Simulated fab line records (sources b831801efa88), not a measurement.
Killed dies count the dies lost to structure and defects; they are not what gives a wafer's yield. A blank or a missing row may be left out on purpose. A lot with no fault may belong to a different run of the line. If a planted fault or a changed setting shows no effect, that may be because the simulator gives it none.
Comparing a struck lot with a sound one :: flow gf180mcu :: 25 steps out of a route of 602
Sound: these wafers, L777.1, L777.2, L777.4. Struck: wafers L781.1, L781.2, L781.5. The cause is given at the end.
Each step with rows lists, per side, the tool, then ch with its chambers, then its first start. Under that, the readings that differ: sound wafers :: struck wafers :: difference of the means :: sigmas: that difference in standard deviations of wafers without a fault.
alike: a reading whose means differ by less than 2 such deviations, as well as words and numbers matching on both sides. not compared: withheld readings; readings where some wafer has no value; bounds like >300 that might hide an equal value; numbers whose values overlap and for which the record gives no deviation.
A row with sigmas, a row that says differs or no value, or rows on one side alone: a step with any of these is where the two part. Non-overlapping numbers with no deviation appear without sigmas and do not part them. A reading missing from all wafers of one side parts the sides only when that side holds two or more wafers.

first, 6 steps without rows for these wafers: GF_TOP_METAL_HMDS_08 (prime time 60 s); GF_TOP_METAL_COAT_09 (resist thk 1500 nm); GF_TOP_METAL_SOFTBAKE_10 (time 60 s); GF_TOP_METAL_EXPOSE_11 (exposes mask MetalTop, target cd 440 nm); GF_TOP_METAL_PEB_12; GF_TOP_METAL_DEVELOP_13 (develop time 60 s).
GF_TOP_METAL_CD_MEAS_14: target cd 440 nm.
  sound on cdSem-02 at day 30 18:31; struck on cdSem-01 at day 32 01:44
  alike: cdNm
GF_TOP_METAL_OVL_MEAS_15:
  sound on overlay-01 at day 30 18:38; struck on overlay-02 at day 32 01:52
  alike: TOP_METAL_OVL
GF_TOP_METAL_METAL_ETCH_16: etches the open film in Cl2/BCl3, stops on SiO2, target depth 1077.5 nm, time 179.6 s.
  sound on rieMetal-01 ch 1, day 30 18:41; struck on rieMetal-02 ch 0,1, day 32 01:54
reading: heBacksideLeakSccm (sccm)
sound: 3.60 3.33 3.58
struck: 3.09 3.15 2.92
difference: -0.45
sigmas: -2

reading: oesProductAu (a.u.)
sound: 0.959 0.959 0.957
struck: 0.971 0.974 0.973
difference: +0.014
sigmas: +2
  alike: bcl3FlowSccm, drypumpMotorCurrentA, throttleValvePct
  not compared: rfHoursCounterH
GF_TOP_METAL_STRIP_17: strips in O2/N2.
  sound on plasmaAsher-02 ch 0,1, day 30 19:02; struck on plasmaAsher-03 ch 0,1, day 32 02:05
  alike: drypumpMotorCurrentA, heaterPowerW, oesProductAu, stripTimeToEndpointS
  not compared: rfHoursCounterH
then, 2 steps without rows for these wafers: GF_TOP_METAL_STRIP_18 (strips in post etch residue remover, time 1200 s); GF_TOP_METAL_CLEAN_19 (cleans in DIW).
GF_PASSIVATION_CVD_00: deposits SiO2 from TEOS, target thk 1000 nm, time 111.95 s.
  sound on pecvd-04 ch 1,2, day 30 19:34; struck on pecvd-03 ch 0,1,2, day 32 02:40
  no value came back on the struck wafers for heaterPowerOuterW (W), heaterPowerW (W), susceptorTempC (C); on the sound wafers heaterPowerOuterW (W) reads 500 327 388
GF_PASSIVATION_CVD_02: deposits Si3N4, target thk 700 nm, time 486.18 s.
  sound on pecvd-03 ch 1,2, day 30 19:42; struck on pecvd-04 ch 0,1,2, day 32 02:48
  alike: heaterPowerOuterW, heaterPowerW, susceptorTempC
then, 7 steps without rows for these wafers: GF_PASSIVATION_DEHYDRATE_04 (time 60 s); GF_PASSIVATION_HMDS_05 (prime time 60 s); GF_PASSIVATION_COAT_06 (resist thk 4000 nm); GF_PASSIVATION_SOFTBAKE_07; GF_PASSIVATION_EXPOSE_08 (exposes mask Pad, target cd 40000 nm); GF_PASSIVATION_PEB_09; GF_PASSIVATION_DEVELOP_10 (develop time 60 s).
GF_PASSIVATION_ETCH_11: etches the open film in CF4/O2, stops on TiN, target depth 1800 nm, time 400 s.
  sound on rieDiel-01 ch 1,2,3, day 31 13:21; struck on rieDiel-04 ch 0,2,3, day 32 20:10
reading: oesProductAu (a.u.)
sound: 0.952 0.956 0.973
struck: 0.984 0.991 0.987
difference: +0.027
sigmas: +4

reading: model.etch.depthNm (nm)
sound: 1672 1672 1701
struck: 1758 1761 1771
difference: +82
sigmas: 

reading: model.PASSIVATION.featureDepthNm (nm)
sound: 1672 1672 1701
struck: 1758 1761 1771
difference: +82
sigmas: 
  alike: drypumpMotorCurrentA, throttleValvePct
  not compared: rfHoursCounterH
GF_PASSIVATION_STRIP_12: strips in O2/N2.
  sound on plasmaAsher-01 ch 0,1, day 31 13:35; struck on plasmaAsher-04 ch 0,1, day 32 20:24
  alike: drypumpMotorCurrentA, heaterPowerW, oesProductAu, stripTimeToEndpointS
  not compared: rfHoursCounterH
then, 1 step without rows for these wafers: GF_PASSIVATION_ANNEAL_13 (time 1800 s).
GF_PASSIVATION_BOW_MEAS_14:
  sound on filmMetro-04 at day 31 15:11; struck on filmMetro-01 at day 32 22:00
reading: PASSIVATION_BOW (um)
sound: 115 130 131
struck: 88 91 91
difference: -35
sigmas: -4

WHERE THEY PART
Last at GF_PASSIVATION_BOW_MEAS_14 as far as this record goes, first at GF_TOP_METAL_METAL_ETCH_16.

WHY: the cause the simulator had injected
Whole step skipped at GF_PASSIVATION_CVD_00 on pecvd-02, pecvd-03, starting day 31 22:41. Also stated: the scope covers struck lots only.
